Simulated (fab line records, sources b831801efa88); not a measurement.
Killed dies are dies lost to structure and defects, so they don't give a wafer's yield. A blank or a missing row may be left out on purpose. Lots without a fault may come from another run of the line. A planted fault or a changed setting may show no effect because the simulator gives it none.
Chamber matching | flow gf180mcu | GF_PASSIVATION_ETCH_11 on rie_diel-03: 4 sister chambers
The step etches the open film in CF4/O2, stops on TiN, target depth 2040 nm, time 453.3 s. 8 wafers are shown with their chamber, then 10 later ones without.

WAFERS WITH THEIR CHAMBER
wafer  | chamber | drypump_motor_current_A (A) | oes_product_au (a.u.)
L082.6 | 1       | 6.4                         | 0.981
L085.5 | 3       | 6.0                         | 1.002
L085.6 | 0       | 5.3                         | 0.989
L089.2 | 1       | 6.4                         | 0.989
L089.3 | 2       | 5.9                         | 0.994
L089.5 | 2       | 5.9                         | 1.002
L092.3 | 0       | 5.3                         | 0.989
L092.4 | 3       | 6.1                         | 1.000

WAFERS WITHOUT THEIR CHAMBER
wafer  | drypump_motor_current_A (A) | oes_product_au (a.u.)
L092.6 | 5.3                         | 0.987
L093.2 | 6.1                         | 0.999
L093.3 | 6.3                         | 0.988
L093.4 | 5.3                         | 0.982
L096.4 | 6.1                         | 0.994
L096.5 | 6.1                         | 1.000
L096.6 | 5.3                         | 0.996
L097.2 | 5.9                         | 0.995
L097.3 | 6.1                         | 1.000
L097.6 | 5.3                         | 0.991

WHICH CHAMBER EACH WENT THROUGH
wafer  | from the rows above | in truth
L092.6 | 0                   | 0
L093.2 | 3                   | 3
L093.3 | 1                   | 1
L093.4 | 0                   | 0
L096.4 | 3                   | 3
L096.5 | 3                   | 3
L096.6 | 0                   | 0
L097.2 | 2                   | 2
L097.3 | 3                   | 3
L097.6 | 0                   | 0
Placed correctly: 10 of 10. Can't be placed from these rows: 0. Placed wrongly: 0.
How it was worked out, from the rows above alone: a wafer's distance from a chamber is the root of the sum, over the readings, of the square of ((its reading less the chamber's mean) divided by the reading's scatter). The wafer belongs to the nearest chamber; if the next one is less than 2 further off, it can't be placed. A chamber's mean is the mean of its shown wafers. The scatter: the root of (the sum of the squares of (reading less its chamber's mean) over the shown wafers, divided by (wafers less chambers)).
